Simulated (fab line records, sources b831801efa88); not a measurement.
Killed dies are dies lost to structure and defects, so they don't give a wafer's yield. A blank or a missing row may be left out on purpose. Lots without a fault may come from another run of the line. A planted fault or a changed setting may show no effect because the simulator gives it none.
fab line records | flow sky130
record lots=24 wafers=72 last_day=50
route steps=708 shown POLY_GATE@232 CONTACT@425 METAL1@439 VIA1@459 METAL2@489
lots that met no fault: from a run of the same line without faults
start_h: hours from the record's first day to the start of the lot's first wafer shown | wait_h: hours since the lot's step before | " the same as in the row above | L1.1+2: a row that stands for several wafers | - no value, or no start given | * or withheld: withheld | < > ~ a bound
route shown NAME@n: a module of which the file shows steps, and the number in the route of the first | usual: mean/standard deviation of fault-free wafers | same: alike in all rows | chamber/n: place in a boat | sites: the reading at each site | _std_site: their standard deviation | _edge_site: outer sites' mean less inner sites' | radius_mm: how far each site lies from the wafer's centre | mask NAME#n: copy n | behind: the tool/chamber that last shaped the wafer | hold: why the lot was held/for how many hours/how that ended | device: the transistor (n, p or np) that didn't switch | end of line: the same wafers' tests at the end of the route | a step without rows: its recipe alone | killed: dies lost to structure and defects at the first sort, not the wafer's yield | map: a wafer's dies, x killed, . not, _ none there
set.NAME: the setting as run; set.NAME@STEP: as run at that earlier step | model.NAME: the simulator's own value behind a step, which no gauge read
steps of the route over a sample of lots; a table a step, a row a wafer
services: from which hour (start_h, from the record's first day; less than 0 if before it) a tool's chamber was out of use, for how many hours, and why
## steps
# step SKY_POLY_GATE_STRIP_18
# recipe chemistry=O2/N2 power_w=1400 pressure_mtorr=1500 platen_temp_c=withheld o2_flow_sccm=3000 n2_flow_sccm=300 overash_fraction=0.5
# usual drypump_motor_current_A=5.6/0.32 oes_product_au=0.362/0.0049 strip_time_to_endpoint_s=3.177/0.025
# columns lot.wafer tool chamber start_h wait_h drypump_motor_current_A oes_product_au rf_hours_counter_h strip_time_to_endpoint_s
L074.2 plasma_asher-02 0 370.85 0.0 5.3 0.359 25 3.195
L074.3 " 1 " " 5.7 0.358 - 3.178
L074.4 " 0 " " 5.3 0.369 - 3.173
L075.4 plasma_asher-03 1 376.04 0.1 5.8 0.358 - 3.196
L075.5 " 0 " " 5.5 0.361 - 3.171
L075.6 " 1 " " 5.8 0.360 - 3.174
L076.1 plasma_asher-03 1 385.16 0.0 5.8 0.364 65 3.188
L076.2 " 0 " " 5.6 0.365 65 3.190
L076.6 " 0 " " 5.5 0.356 - 3.155
L077.1 plasma_asher-03 1 404.36 0.0 5.8 0.354 66 3.201
L077.4 " 0 " " 5.6 0.366 - 3.194
L077.6 " 0 " " 5.5 0.364 - 3.179
L078.3 plasma_asher-03 0 413.58 0.1 5.6 0.349 - 3.143
L078.5 " 1 " " 5.8 0.359 - 3.156
L078.6 " 0 " " 5.6 0.364 - 3.173
L079.1 plasma_asher-02 1 422.60 0.0 5.7 0.365 30 3.171
L079.4 " 0 " " 5.3 0.365 - 3.153
L079.6 " 0 " " 5.3 0.367 - 3.165
L080.1 plasma_asher-01 0 430.38 0.0 4.9 0.354 0 3.208
L080.2 " 1 " " 6.1 0.363 0 3.178
L080.6 " 1 " " 6.1 0.360 - 3.166
L081.1 plasma_asher-02 0 443.30 0.0 5.3 0.369 33 3.188
L081.2 " 1 " " 5.7 0.367 33 3.190
L081.4 " 1 " " 5.6 0.368 - 3.172
L082.2 plasma_asher-03 1 453.95 0.0 5.8 0.359 71 3.147
L082.3 " 0 " " 5.6 0.363 - 3.221
L082.6 " 0 " " 5.6 0.363 - 3.175
L083.1 plasma_asher-02 0 458.76 0.0 5.3 0.357 34 3.196
L083.3 " 0 " " 5.3 0.367 - 3.143
L083.5 " 0 " " 5.3 0.364 - 3.171
L084.1 plasma_asher-03 0 464.46 0.0 5.6 0.367 72 3.175
L084.3 " 1 " " 5.8 0.358 - 3.152
L084.5 " 0 " " 5.6 0.363 - 3.154
L085.1 plasma_asher-03 1 479.60 0.0 5.8 0.357 74 3.199
L085.4 " 0 " " 5.5 0.366 - 3.248
L085.5 " 0 " " 5.5 0.362 - 3.191
L086.1 plasma_asher-01 0 490.51 0.0 5.0 0.361 6 3.158
L086.4 " 1 " " 6.1 0.372 - 3.181
L086.6 " 0 " " 5.0 0.359 - 3.172
L087.4 plasma_asher-03 1 493.09 0.1 5.8 0.361 - 3.194
L087.5 " 0 " " 5.6 0.361 - 3.181
L087.6 " 1 " " 5.8 0.370 - 3.198
L089.2 plasma_asher-03 1 503.41 0.0 5.8 0.353 77 3.132
L089.3 " 0 " " 5.6 0.374 - 3.166
L089.4 " 1 " " 5.8 0.361 - 3.140
L088.1 plasma_asher-02 0 505.38 0.0 5.3 0.363 39 3.210
L088.2 " 1 " " 5.7 0.356 39 3.190
L088.3 " 1 " " 5.7 0.369 - 3.158
L090.1 plasma_asher-02 0 511.63 0.0 5.3 0.354 40 3.157
L090.5 " 0 " " 5.3 0.362 - 3.211
L090.6 " 1 " " 5.7 0.356 - 3.143
L091.2 plasma_asher-03 1 529.91 0.0 5.8 0.354 79 3.156
L091.4 " 0 " " 5.6 0.364 - 3.180
L091.6 " 1 " " 5.8 0.353 - 3.113
L092.4 plasma_asher-01 0 540.11 0.1 5.0 0.362 - 3.176
L092.5 " 0 " " 5.0 0.358 - 3.120
L092.6 " 1 " " 6.1 0.368 - 3.182
L093.2 plasma_asher-01 1 541.93 0.0 6.1 0.368 11 3.213
L093.3 " 1 " " 6.1 0.360 - 3.192
L093.4 " 0 " " 5.0 0.366 - 3.223
L094.3 plasma_asher-02 0 550.66 0.1 5.3 0.360 - 3.177
L094.4 " 1 " " 5.7 0.366 - 3.186
L094.5 " 0 " " 5.3 0.356 - 3.180
L095.2 plasma_asher-01 0 556.91 0.0 5.0 0.364 13 3.207
L095.5 " 1 " " 6.1 0.366 - 3.211
L095.6 " 0 " " 5.0 0.362 - 3.206
L096.2 plasma_asher-01 0 569.36 0.0 5.0 0.358 14 3.182
L096.3 " 0 " " 5.0 0.374 - 3.157
L096.4 " 1 " " 6.1 0.357 - 3.177
L097.1 plasma_asher-03 1 574.21 0.0 5.7 0.363 84 3.180
L097.2 " 0 " " 5.5 0.360 84 3.209
L097.6 " 1 " " 5.8 0.364 - 3.212
# step SKY_CONTACT_STRIP_19
# recipe chemistry=O2/N2 power_w=1400 pressure_mtorr=1500 platen_temp_c=withheld o2_flow_sccm=3000 n2_flow_sccm=300 overash_fraction=0.5
# usual drypump_motor_current_A=5.5/0.37 oes_product_au=0.381/0.0042 strip_time_to_endpoint_s=3.628/0.026
# columns lot.wafer tool chamber start_h wait_h drypump_motor_current_A oes_product_au rf_hours_counter_h strip_time_to_endpoint_s
L074.2 plasma_asher-01 1 742.65 - 6.1 0.381 31 3.616
L074.3 " 0 " " 5.0 0.373 - 3.622
L074.4 " 1 " " 6.1 0.380 - 3.610
L075.4 plasma_asher-01 0 747.50 - 5.0 0.385 - 3.625
L075.5 " 0 " " 5.0 0.375 - 3.638
L075.6 " 1 " " 6.1 0.388 - 3.613
L076.1 plasma_asher-02 1 758.80 - 5.7 0.387 65 3.633
L076.2 " 0 " " 5.3 0.378 65 3.590
L076.6 " 0 " " 5.3 0.381 - 3.629
L077.1 plasma_asher-01 1 776.45 - 6.1 0.378 34 3.651
L077.4 " 1 " " 6.1 0.375 - 3.617
L077.6 " 1 " " 6.1 0.386 - 3.626
L078.3 plasma_asher-02 1 784.38 - 5.7 0.382 - 3.663
L078.5 " 0 " " 5.3 0.380 - 3.637
L078.6 " 1 " " 5.7 0.383 - 3.623
L079.1 plasma_asher-02 1 789.90 - 5.7 0.384 68 3.646
L079.4 " 0 " " 5.3 0.384 - 3.679
L079.6 " 0 " " 5.3 0.377 - 3.639
L080.1 plasma_asher-03 0 804.66 - 5.6 0.384 6 3.648
L080.2 " 1 " " 5.8 0.378 6 3.637
L080.6 " 1 " " 5.8 0.383 - 3.656
L081.1 plasma_asher-03 1 812.20 - 5.8 0.382 7 3.652
L081.2 " 0 " " 5.6 0.384 7 3.612
L081.4 " 0 " " 5.6 0.387 - 3.640
L082.2 plasma_asher-02 0 820.05 - 5.3 0.391 71 3.673
L082.3 " 1 " " 5.7 0.378 - 3.632
L082.6 " 0 " " 5.3 0.383 - 3.649
L083.1 plasma_asher-02 0 824.70 - 5.3 0.384 71 3.659
L083.3 " 1 " " 5.7 0.385 - 3.689
L083.5 " 1 " " 5.7 0.385 - 3.665
L084.1 plasma_asher-01 0 824.75 - 4.9 0.384 39 3.612
L084.3 " 1 " " 6.1 0.373 - 3.623
L084.5 " 1 " " 6.1 0.383 - 3.596
L085.1 plasma_asher-02 0 838.75 - 5.3 0.383 73 3.665
L085.4 " 1 " " 5.7 0.380 - 3.670
L085.5 " 1 " " 5.7 0.386 - 3.657
L086.1 plasma_asher-01 0 847.50 - 4.9 0.377 41 3.615
L086.4 " 1 " " 6.1 0.383 - 3.597
L086.6 " 1 " " 6.1 0.388 - 3.653
L087.4 plasma_asher-02 0 851.75 - 5.3 0.380 - 3.587
L087.5 " 0 " " 5.3 0.375 - 3.588
L087.6 " 1 " " 5.7 0.372 - 3.588
L089.2 plasma_asher-02 1 858.90 - 5.7 0.377 75 3.611
L089.3 " 1 " " 5.7 0.388 - 3.601
L089.4 " 0 " " 5.3 0.378 - 3.631
L088.1 plasma_asher-01 0 860.15 - 5.0 0.385 42 3.614
L088.2 " 1 " " 6.1 0.384 42 3.591
L088.3 " 0 " " 5.0 0.375 - 3.598
L090.1 plasma_asher-03 0 866.95 - 5.5 0.384 12 3.633
L090.5 " 0 " " 5.5 0.379 - 3.582
L090.6 " 1 " " 5.8 0.371 - 3.588
L091.2 plasma_asher-01 1 882.40 - 6.1 0.382 45 3.661
L091.4 " 0 " " 5.0 0.381 - 3.658
L091.6 " 0 " " 5.0 0.377 - 3.644
L092.4 plasma_asher-02 1 888.30 - 5.7 0.387 - 3.613
L092.5 " 1 " " 5.7 0.382 - 3.621
L092.6 " 0 " " 5.3 0.381 - 3.616
L093.2 plasma_asher-03 1 890.97 - 5.8 0.388 15 3.652
L093.3 " 0 " " 5.6 0.375 - 3.596
L093.4 " 1 " " 5.8 0.389 - 3.662
L094.3 plasma_asher-02 1 898.73 - 5.7 0.374 - 3.615
L094.4 " 0 " " 5.3 0.382 - 3.622
L094.5 " 1 " " 5.7 0.385 - 3.618
L095.2 plasma_asher-01 0 904.80 - 5.0 0.383 47 3.581
L095.5 " 1 " " 6.1 0.380 - 3.589
L095.6 " 0 " " 5.0 0.383 - 3.601
L096.2 plasma_asher-01 1 913.45 - 6.1 0.381 48 3.612
L096.3 " 0 " " 5.0 0.382 - 3.647
L096.4 " 1 " " 6.1 0.383 - 3.649
L097.1 plasma_asher-03 1 918.62 - 5.8 0.378 18 3.629
L097.2 " 0 " " 5.6 0.379 18 3.595
L097.6 " 1 " " 5.8 0.379 - 3.605
# step SKY_METAL1_RS_MEAS_05
# recipe thk_meas_gauge=four-point-probe reads=TiN_of_METAL1_SPUTTER_04+Ti_of_METAL1_SPUTTER_03+AlCu_of_METAL1_SPUTTER_02+TiN_of_METAL1_SPUTTER_01+Ti_of_METAL1_SPUTTER_00
# usual METAL1_ALCU_RS=0.1267/0.0012
# columns lot.wafer tool chamber start_h wait_h METAL1_ALCU_RS[ohm/sq]
L074.2 film_metro-02 - 744.25 0.0 0.1277
L074.3 " - " " 0.1280
L074.4 " - " " 0.1282
L075.4 film_metro-01 - 751.60 0.1 0.1278
L075.5 " - " " 0.1270
L075.6 " - " " 0.1283
L076.1 film_metro-04 - 760.33 0.0 0.1267
L076.2 " - " " 0.1251
L076.6 " - " " 0.1264
L077.1 film_metro-04 - 777.83 0.0 0.1262
L077.4 " - " " 0.1273
L077.6 " - " " 0.1256
L078.3 film_metro-02 - 785.78 0.1 0.1266
L078.5 " - " " 0.1288
L078.6 " - " " 0.1274
L079.1 film_metro-02 - 791.35 0.0 0.1272
L079.4 " - " " 0.1278
L079.6 " - " " 0.1274
L080.1 film_metro-04 - 806.05 0.0 0.1280
L080.2 " - " " 0.1276
L080.6 " - " " 0.1272
L081.1 film_metro-01 - 813.59 0.0 0.1266
L081.2 " - " " 0.1268
L081.4 " - " " 0.1265
L082.2 film_metro-02 - 821.46 0.0 0.1272
L082.3 " - " " 0.1271
L082.6 " - " " 0.1282
L083.1 film_metro-01 - 826.12 0.0 0.1261
L083.3 " - " " 0.1262
L083.5 " - " " 0.1259
L084.1 film_metro-02 - 826.25 0.0 0.1267
L084.3 " - " " 0.1275
L084.5 " - " " 0.1276
L085.1 film_metro-04 - 840.38 0.0 0.1271
L085.4 " - " " 0.1264
L085.5 " - " " 0.1268
L086.1 film_metro-04 - 848.91 0.0 0.1280
L086.4 " - " " 0.1273
L086.6 " - " " 0.1284
L087.4 film_metro-01 - 853.21 0.1 0.1236
L087.5 " - " " 0.1249
L087.6 " - " " 0.1231
L089.2 film_metro-02 - 860.34 0.0 0.1254
L089.3 " - " " 0.1259
L089.4 " - " " 0.1265
L088.1 film_metro-02 - 861.54 0.0 0.1293
L088.2 " - " " 0.1278
L088.3 " - " " 0.1282
L090.1 film_metro-01 - 868.33 0.0 0.1261
L090.5 " - " " 0.1274
L090.6 " - " " 0.1269
L091.2 film_metro-01 - 883.80 0.0 0.1266
L091.4 " - " " 0.1272
L091.6 " - " " 0.1275
L092.4 film_metro-01 - 889.71 0.1 0.1252
L092.5 " - " " 0.1263
L092.6 " - " " 0.1246
L093.2 film_metro-01 - 892.37 0.0 0.1272
L093.3 " - " " 0.1274
L093.4 " - " " 0.1269
L094.3 film_metro-02 - 900.12 0.1 0.1281
L094.4 " - " " 0.1284
L094.5 " - " " 0.1276
L095.2 film_metro-04 - 906.23 0.0 0.1260
L095.5 " - " " 0.1254
L095.6 " - " " 0.1258
L096.2 film_metro-04 - 914.89 0.0 0.1240
L096.3 " - " " 0.1237
L096.4 " - " " 0.1240
L097.1 film_metro-02 - 920.04 0.0 0.1272
L097.2 " - " " 0.1271
L097.6 " - " " 0.1268
# step SKY_METAL1_CD_MEAS_15
# recipe target_cd_nm=140
# usual cd_nm=139.1/1.7
# columns lot.wafer tool chamber start_h wait_h cd_nm
L074.2 cd_sem-02 - 770.67 - 137.2
L074.3 " - " " 135.8
L074.4 " - " " 135.6
L075.4 cd_sem-01 - 778.72 - 142.2
L075.5 " - " " 143.2
L075.6 " - " " 141.6
L076.1 cd_sem-02 - 787.65 - 138.3
L076.2 " - " " 135.7
L076.6 " - " " 135.9
L077.1 cd_sem-01 - 804.25 - 141.1
L077.4 " - " " 139.2
L077.6 " - " " 140.8
L078.3 cd_sem-02 - 812.30 - 139.6
L078.5 " - " " 141.5
L078.6 " - " " 140.6
L079.1 cd_sem-01 - 817.31 - 137.1
L079.4 " - " " 138.5
L079.6 " - " " 139.4
L080.1 cd_sem-01 - 832.65 - 140.5
L080.2 " - " " 140.8
L080.6 " - " " 139.5
L081.1 cd_sem-02 - 840.81 - 138.2
L081.2 " - " " 137.9
L081.4 " - " " 137.1
L082.2 cd_sem-02 - 847.83 - 138.8
L082.3 " - " " 139.1
L082.6 " - " " 138.3
L083.1 cd_sem-02 - 851.96 - 136.4
L083.3 " - " " 137.2
L083.5 " - " " 137.5
L084.1 cd_sem-01 - 852.90 - 139.4
L084.3 " - " " 138.2
L084.5 " - " " 138.3
L085.1 cd_sem-01 - 867.01 - 138.8
L085.4 " - " " 141.1
L085.5 " - " " 140.2
L086.1 cd_sem-02 - 875.26 - 139.8
L086.4 " - " " 139.6
L086.6 " - " " 140.2
L087.4 cd_sem-01 - 878.97 - 142.4
L087.5 " - " " 140.3
L087.6 " - " " 141.5
L089.2 cd_sem-01 - 886.07 - 139.8
L089.3 " - " " 139.2
L089.4 " - " " 139.0
L088.1 cd_sem-02 - 887.50 - 136.7
L088.2 " - " " 135.7
L088.3 " - " " 137.4
L090.1 cd_sem-02 - 894.15 - 141.2
L090.5 " - " " 139.8
L090.6 " - " " 139.4
L091.2 cd_sem-02 - 909.13 - 140.2
L091.4 " - " " 139.4
L091.6 " - " " 139.5
L092.4 cd_sem-01 - 915.16 - 137.4
L092.5 " - " " 138.2
L092.6 " - " " 138.1
L093.2 cd_sem-01 - 918.03 - 138.5
L093.3 " - " " 139.8
L093.4 " - " " 138.6
L094.3 cd_sem-01 - 925.20 - 139.3
L094.4 " - " " 138.7
L094.5 " - " " 138.1
L095.2 cd_sem-01 - 931.03 - 137.6
L095.5 " - " " 137.4
L095.6 " - " " 138.7
L096.2 cd_sem-01 - 939.32 - 139.3
L096.3 " - " " 138.5
L096.4 " - " " 139.0
L097.1 cd_sem-01 - 944.45 - 139.8
L097.2 " - " " 138.6
L097.6 " - " " 139.1
# step SKY_VIA1_THK_MEAS_01
# recipe reads=SiO2_of_VIA1_HDPCVD_00
# usual VIA1_HDPCVD_THK=1032/10
# columns lot.wafer tool chamber start_h wait_h VIA1_HDPCVD_THK[nm]
L074.2 film_metro-01 - 771.70 0.1 1021
L074.3 " - " " 1027
L074.4 " - " " 1027
L075.4 film_metro-03 - 779.74 0.0 1037
L075.5 " - " " 1039
L075.6 " - " " 1033
L076.1 film_metro-01 - 788.71 0.1 1027
L076.2 " - " " 1015
L076.6 " - " " 1024
L077.1 film_metro-02 - 805.29 0.1 1025
L077.4 " - " " 1011
L077.6 " - " " 1029
L078.3 film_metro-01 - 813.32 0.1 1049
L078.5 " - " " 1033
L078.6 " - " " 1032
L079.1 film_metro-03 - 818.36 0.1 1039
L079.4 " - " " 1028
L079.6 " - " " 1016
L080.1 film_metro-03 - 833.98 0.1 1049
L080.2 " - " " 1047
L080.6 " - " " 1040
L081.1 film_metro-03 - 841.86 0.1 1049
L081.2 " - " " 1038
L081.4 " - " " 1030
L082.2 film_metro-02 - 848.90 0.1 1043
L082.3 " - " " 1037
L082.6 " - " " 1041
L083.1 film_metro-02 - 853.01 0.1 1028
L083.3 " - " " 1039
L083.5 " - " " 1035
L084.1 film_metro-02 - 853.95 0.1 1031
L084.3 " - " " 1025
L084.5 " - " " 1030
L085.1 film_metro-02 - 868.05 0.1 1051
L085.4 " - " " 1023
L085.5 " - " " 1040
L086.1 film_metro-01 - 876.31 0.1 1021
L086.4 " - " " 1016
L086.6 " - " " 1015
L087.4 film_metro-01 - 879.99 0.0 1039
L087.5 " - " " 1032
L087.6 " - " " 1025
L089.2 film_metro-01 - 887.11 0.1 1024
L089.3 " - " " 1048
L089.4 " - " " 1029
L088.1 film_metro-02 - 888.73 0.1 1025
L088.2 " - " " 1011
L088.3 " - " " 1024
L090.1 film_metro-01 - 895.38 0.1 1034
L090.5 " - " " 1037
L090.6 " - " " 1043
L091.2 film_metro-03 - 910.21 0.1 1043
L091.4 " - " " 1034
L091.6 " - " " 1029
L092.4 film_metro-02 - 916.18 0.0 1017
L092.5 " - " " 1017
L092.6 " - " " 1025
L093.2 film_metro-01 - 919.12 0.1 1035
L093.3 " - " " 1032
L093.4 " - " " 1034
L094.3 film_metro-01 - 926.22 0.1 1030
L094.4 " - " " 1038
L094.5 " - " " 1027
L095.2 film_metro-02 - 932.07 0.1 1024
L095.5 " - " " 1025
L095.6 " - " " 1023
L096.2 film_metro-02 - 940.40 0.1 1011
L096.3 " - " " 1023
L096.4 " - " " 1017
L097.1 film_metro-02 - 945.50 0.1 1018
L097.2 " - " " 1038
L097.6 " - " " 1022
# step SKY_METAL2_THK_MEAS_06
# recipe thk_meas_gauge=xrf reads=AlCu_of_METAL2_SPUTTER_02
# usual METAL2_ALCU_THK=251/3.3
# columns lot.wafer tool chamber start_h wait_h METAL2_ALCU_THK[nm]
L074.2 film_metro-02 - 799.65 0.1 254
L074.3 " - " " 253
L074.4 " - " " 251
L075.4 film_metro-04 - 808.20 0.1 247
L075.5 " - " " 246
L075.6 " - " " 247
L076.1 film_metro-04 - 817.57 0.1 253
L076.2 " - " " 252
L076.6 " - " " 254
L077.1 film_metro-02 - 833.79 0.1 245
L077.4 " - " " 248
L077.6 " - " " 249
L078.3 film_metro-02 - 842.30 0.1 247
L078.5 " - " " 248
L078.6 " - " " 244
L079.1 film_metro-02 - 847.04 0.1 246
L079.4 " - " " 246
L079.6 " - " " 246
L080.1 film_metro-03 - 861.95 0.1 254
L080.2 " - " " 255
L080.6 " - " " 256
L081.1 film_metro-02 - 870.44 0.1 250
L081.2 " - " " 248
L081.4 " - " " 250
L082.2 film_metro-04 - 876.85 0.1 249
L082.3 " - " " 250
L082.6 " - " " 247
L083.1 film_metro-02 - 880.99 0.1 251
L083.3 " - " " 249
L083.5 " - " " 248
L084.1 film_metro-03 - 882.14 0.1 259
L084.3 " - " " 258
L084.5 " - " " 258
L085.1 film_metro-04 - 896.01 0.1 250
L085.4 " - " " 250
L085.5 " - " " 251
L086.1 film_metro-04 - 904.11 0.1 252
L086.4 " - " " 253
L086.6 " - " " 253
L087.4 film_metro-02 - 908.16 0.1 249
L087.5 " - " " 251
L087.6 " - " " 249
L089.2 film_metro-03 - 915.31 0.1 258
L089.3 " - " " 256
L089.4 " - " " 255
L088.1 film_metro-04 - 916.23 0.1 257
L088.2 " - " " 253
L088.3 " - " " 254
L090.1 film_metro-02 - 922.52 0.1 249
L090.5 " - " " 247
L090.6 " - " " 246
L091.2 film_metro-02 - 937.89 0.1 251
L091.4 " - " " 251
L091.6 " - " " 251
L092.4 film_metro-04 - 943.35 0.1 254
L092.5 " - " " 252
L092.6 " - " " 254
L093.2 film_metro-04 - 945.84 0.1 252
L093.3 " - " " 252
L093.4 " - " " 249
L094.3 film_metro-03 - 953.33 0.1 251
L094.4 " - " " 253
L094.5 " - " " 253
L095.2 film_metro-02 - 958.53 0.1 253
L095.5 " - " " 251
L095.6 " - " " 254
L096.2 film_metro-02 - 966.45 0.1 255
L096.3 " - " " 253
L096.4 " - " " 254
L097.1 film_metro-02 - 971.52 0.1 250
L097.2 " - " " 250
L097.6 " - " " 253
## services
# columns tool chamber start_h hours kind
plasma_asher-03 - 350.24 0.6 repair
plasma_asher-03 - 418.02 2.5 repair
plasma_asher-01 - 421.30 9.0 pm
plasma_asher-01 0 421.30 9.0 vent_cycle
plasma_asher-01 1 421.30 9.0 vent_cycle
plasma_asher-02 - 470.95 2.8 repair
plasma_asher-02 - 486.84 1.7 repair
plasma_asher-01 - 502.49 1.0 repair
plasma_asher-02 - 552.52 3.8 repair
plasma_asher-02 - 564.45 0.4 repair
plasma_asher-01 - 571.96 3.2 repair
plasma_asher-02 - 572.81 2.8 pm
plasma_asher-01 - 633.67 4.3 pm
plasma_asher-03 - 662.96 4.0 repair
plasma_asher-03 - 674.01 1.2 repair
plasma_asher-03 - 733.75 9.0 pm
plasma_asher-03 0 733.75 9.0 vent_cycle
plasma_asher-03 1 733.75 9.0 vent_cycle
plasma_asher-03 0 742.75 - clean
plasma_asher-03 1 742.75 - clean
plasma_asher-03 - 749.81 1.8 repair
plasma_asher-02 - 855.73 1.6 repair
plasma_asher-02 - 867.66 14.6 pm
plasma_asher-02 - 911.57 11.8 repair
## key
fault none
